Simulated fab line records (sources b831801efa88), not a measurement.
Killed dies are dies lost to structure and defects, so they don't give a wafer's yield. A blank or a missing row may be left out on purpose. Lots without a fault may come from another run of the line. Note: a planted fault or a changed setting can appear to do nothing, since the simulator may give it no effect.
One fault through the eyes of 2 desks -- flow sky130 -- each desk holds nothing but its own numbers, with what lay behind them at the end

## AT THE TOOL OWNER'S DESK: implanter-04
For each lot that ran on this tool, the mean over its sampled wafers that have a number, from the tool's own readings at SKY_PWDE_IMPLANT_08. Any lot whose mean is over 4 standard deviations away from the usual mean is out of limits and marked OUT; that distance is given in the brackets.
Columns: A = beam_energy_keV at SKY_PWDE_IMPLANT_08, usual 149.99; B = end_station_pressure_torr at SKY_PWDE_IMPLANT_08, usual 5.01e-06 Torr; C = faraday_current_uA at SKY_PWDE_IMPLANT_08, usual 20.3
lot,first seen here,A,B,C
L911,day 5 03:13,149.98,5.19e-06,19.8
L913,day 5 13:16,149.95,5.08e-06,20.1
L916,day 6 05:48,122.99 (-99 or more) OUT,5.10e-06,20.5
L921,day 7 12:57,122.91 (-99 or more) OUT,5.22e-06,20.0
This desk finds L916, L921 out of limits, L916 being first, at day 6 05:48 (beam_energy_keV at SKY_PWDE_IMPLANT_08). In limits: L911, L913.

## AT THE METROLOGY DESK
What the gauges read, lot by lot, whatever tool the lot ran on: means of the sampled wafers that have a number. Any lot whose mean is over 4 standard deviations away from the usual mean is out of limits and marked OUT; that distance is given in the brackets.
Columns: A = PWDE_RS at SKY_NWELL_RS_MEAS_31, usual 5278 ohm/sq; B = cd_nm at SKY_VT_ADJUST_HVTR_CD_MEAS_07, usual 379.6 nm
lot,first seen here,A,B
L911,day 6 16:31,5269,380.1
L912,day 6 23:03,5266,377.8
L913,day 7 04:26,5276,377.8
L914,day 7 10:52,5292,380.8
L915,day 7 13:34,5264,379.5
L916,day 7 21:53,5322,378.1
L917,day 8 01:52,5272,380.2
L921,day 9 06:45,5377 (+5.8) OUT,378.3
L927,day 10 13:28,5282,382.0
L928,day 10 18:55,5271,378.3
L929,day 11 10:43,5295,379.7
This desk reports L921 out of limits; the earliest was L921 at day 9 06:45 (PWDE_RS at SKY_NWELL_RS_MEAS_31). In limits: L911, L912, L913, L914, L915, L916, L917, L927, L928, L929.

## BROUGHT TOGETHER
The tool owner's desk could have raised an alarm at day 6 05:48, on L916, L921.
Metrology desk: alarm possible at day 9 06:45 on L921.
The metrology desk has L916 on record, within its limits.
Every lot named ran SKY_PWDE_IMPLANT_08 on implanter-04.

## WHAT THE SIMULATOR HAD INSERTED
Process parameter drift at SKY_PWDE_IMPLANT_08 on implanter-04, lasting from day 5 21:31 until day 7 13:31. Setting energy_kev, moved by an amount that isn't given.
Lots struck among those shown: L916, L921.
Time in hours from fault onset to the first out-of-limits reading at each desk: tool owner's desk 8, metrology desk 81.
